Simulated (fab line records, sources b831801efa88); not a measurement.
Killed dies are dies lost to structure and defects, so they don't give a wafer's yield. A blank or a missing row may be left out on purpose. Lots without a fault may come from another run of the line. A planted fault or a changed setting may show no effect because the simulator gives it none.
Which tool did it? | flow sfq_line | 14 lots, 42 wafers sampled, at 1 step of a route of 325

WHAT THE GAUGES READ, wafer by wafer
The record holds no reading of a measuring or inspecting step that can be judged against a usual standard deviation.

WHICH TOOL RAN EACH LOT (tool, then ch and the chambers of the sampled wafers, then the start)
lot  | SFQ_TRILAYER_I4_VIA_BARC_OPEN_VIA_ETCH_146
L147 | rie_diel-03 ch 1,2,3, day 40 18:22
L148 | rie_diel-03 ch 0,3, day 41 06:22
L149 | rie_diel-03 ch 0,1,3, day 41 21:32
L150 | rie_diel-02 ch 0,2, day 42 14:20
L152 | rie_diel-03 ch 0,1,2, day 43 09:30
L153 | rie_diel-02 ch 0,2,3, day 43 19:06
L155 | rie_diel-02 ch 0,2, day 44 08:18
L156 | rie_diel-02 ch 2,3, day 44 15:30
L163 | rie_diel-01 ch 1,2, day 46 12:04
L164 | rie_diel-03 ch 0,3, day 47 00:04
L166 | rie_diel-02 ch 2,3, day 48 11:22
L168 | rie_diel-02 ch 0,1, day 49 00:34
L169 | rie_diel-01 ch 0,1, day 49 04:10
L170 | rie_diel-03 ch 0,2,3, day 49 10:10
- SFQ_TRILAYER_I4_VIA_BARC_OPEN_VIA_ETCH_146: etches BARC in O2, target depth 125 nm, time 41.7 s.

WHAT THE TOOLS THEMSELVES READ (means of the sampled wafers that have a number; where no wafer has one, the mark that the record gives instead)
SFQ_TRILAYER_I4_VIA_BARC_OPEN_VIA_ETCH_146.
lot  | tool        | bias_w (W) | drypump_motor_current_A (A) | oes_product_au (a.u.)
L147 | rie_diel-03 | 79.82      | 5.7                         | 0.683
L148 | rie_diel-03 | 80.08      | 5.5                         | 0.679
L149 | rie_diel-03 | 79.97      | 5.4                         | 0.685
L150 | rie_diel-02 | 79.76      | 5.9                         | 0.685
L152 | rie_diel-03 | 79.95      | 5.3                         | 0.687
L153 | rie_diel-02 | 79.89      | 5.9                         | 0.685
L155 | rie_diel-02 | 75.36      | 5.9                         | 0.685
L156 | rie_diel-02 | 75.73      | 5.8                         | 0.683
L163 | rie_diel-01 | 79.90      | 5.8                         | 0.684
L164 | rie_diel-03 | 79.81      | 5.5                         | 0.687
L166 | rie_diel-02 | 79.86      | 5.8                         | 0.682
L168 | rie_diel-02 | 79.68      | 5.8                         | 0.685
L169 | rie_diel-01 | 80.46      | 5.7                         | 0.687
L170 | rie_diel-03 | 79.97      | 5.4                         | 0.680

THE ANSWER, worked out from the rows above alone
Rule: what is usual is taken from the lots themselves. Put in order of their means at a reading, lots are off if they are a third of the lots or fewer, leave a main group of 4 or more, and stand apart from it by a gap of 3 or more times the standard deviation of the main group's means; of several such gaps the widest counts. A main group whose means are all the same, to the digits that the tables above print for the reading, isn't used. A lot without any number at a reading at which 4 lots or more have one is off too. The other lots that the step has rows for count as sound. The gauges are gone through in route order, then the tools' own readings, and for those a lot's mean is taken as printed above. The first step at which some lot is off is used, and at that step the reading that is off furthest; a lot without a number counts as furthest.
Off: L155, L156, at SFQ_TRILAYER_I4_VIA_BARC_OPEN_VIA_ETCH_146 (bias_w). The main group: mean 79.93 W, standard deviation 0.19.
A tool fits if, at that step or a process step before it, it ran every lot that is off, and no sound lot after the first of them. None of those tried fits.

WHAT THE SIMULATOR HAD PUT IN
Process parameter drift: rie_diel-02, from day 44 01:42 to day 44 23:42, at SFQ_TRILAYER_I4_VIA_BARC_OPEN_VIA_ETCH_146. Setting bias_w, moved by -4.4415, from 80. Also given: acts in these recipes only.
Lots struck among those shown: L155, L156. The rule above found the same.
